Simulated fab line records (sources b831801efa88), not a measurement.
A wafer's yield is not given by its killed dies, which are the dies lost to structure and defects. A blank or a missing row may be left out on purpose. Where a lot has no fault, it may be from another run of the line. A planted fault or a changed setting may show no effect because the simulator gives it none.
Struck lot and sound lot, side by side / flow sky130 / 15 out of 708 route steps
Sound: these wafers, L558.2, L558.4, L558.6. Struck: wafer L543.1. (L543.6 of the same lot was not struck and is left out.) The cause comes at the end.
Order at every step that has rows: each side's tool, ch and its chambers, its first start. Under that, the readings that differ: sound wafers / struck wafers / difference of the means / sigmas: that difference in standard deviations of wafers without a fault.
alike: readings whose means differ by less than 2 such deviations, and words and numbers that are the same on both sides. not compared: withheld readings, readings that some wafer has no value for, bounds like >300 that may hide the same value, and numbers for which the record gives no deviation and whose values overlap.
Wherever a step has rows on one side only, a row that says differs or no value, or a row with sigmas, the two part there. Numbers that don't overlap but have no deviation are shown without sigmas and don't part them. Lack of a reading on every wafer of one side parts them only where that side has two or more wafers.

SKY_VIA1_CMP_24: polishes, stops on SiO2, t overpolish 15 s, target thk 0 nm.
  sound on cmp-02 ch 0,1,3, day 40 10:34; struck on cmp-02 ch 1, day 36 12:57
  alike: edge-zone-pressure-frac, motor-current-A, overpolish-run-s, slurry-filter-dp-kPa, slurry-flow-ml-min, time-to-endpoint-s
SKY_METAL2_SPUTTER_00: material Ti, target thk 15 nm, time 10 s.
  sound: pvd-sputter-04 at day 40 10:49; struck: pvd-sputter-01 at day 36 13:06
  alike: throttle-valve-pct
SKY_METAL2_SPUTTER_01: material TiN, target thk 20 nm, time 16.7 s.
  sound: pvd-sputter-04 at day 40 10:50; struck: pvd-sputter-01 at day 36 13:07
  alike: throttle-valve-pct
then, 1 step without rows for these wafers: SKY_METAL2_SPUTTER_02 (material AlCu, target thk 250 nm, time 13.3 s).
SKY_METAL2_SPUTTER_03: material Ti, target thk 5 nm, time 3.3 s.
  sound: pvd-sputter-04 at day 40 10:53; struck: pvd-sputter-01 at day 36 13:10
  alike: throttle-valve-pct
SKY_METAL2_SPUTTER_04: material TiN, target thk 70 nm, time 58.3 s.
  sound: pvd-sputter-04 at day 40 10:55; struck: pvd-sputter-01 at day 36 13:11
  alike: throttle-valve-pct
SKY_METAL2_RS_MEAS_05: measurement is done with a four-point probe.
  sound: film-metro-02 at day 40 10:59; struck: film-metro-01 at day 36 13:14
  alike: METAL2_ALCU_RS
SKY_METAL2_THK_MEAS_06: measures by xrf.
  sound: film-metro-02 at day 40 11:05; struck: film-metro-01 at day 36 13:22
  alike: METAL2_ALCU_THK
then, 4 steps without rows for these wafers: SKY_METAL2_DEHYDRATE_07 (time 60 s); SKY_METAL2_HMDS_08 (prime time 60 s); SKY_METAL2_COAT_09 (resist thk 60 nm); SKY_METAL2_COAT_10 (resist thk 450 nm).
SKY_METAL2_SOFTBAKE_11: time 90 s.
  sound on litho-track-03 ch 0, day 40 23:00; struck on litho-track-01 ch 0, day 37 02:00
reading=run-length-s (s); sound=119.18 119.05 118.99; struck=123.06; difference=+3.99; sigmas=+15
then, 1 step without rows for these wafers: SKY_METAL2_EXPOSE_12 (exposes mask MM2, target cd 140 nm).
SKY_PAD_OPEN_PROBE_99:
  the record has rows for the sound wafers here (prober-02, day 50 13:26) and none for the struck ones

== WHERE THEY PART ==
Last at SKY_PAD_OPEN_PROBE_99 as far as this record goes, first at SKY_METAL2_SOFTBAKE_11.

WHY: what had been put in by the simulator
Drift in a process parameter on litho-track-01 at SKY_METAL2_SOFTBAKE_11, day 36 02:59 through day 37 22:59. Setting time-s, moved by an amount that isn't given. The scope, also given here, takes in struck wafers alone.
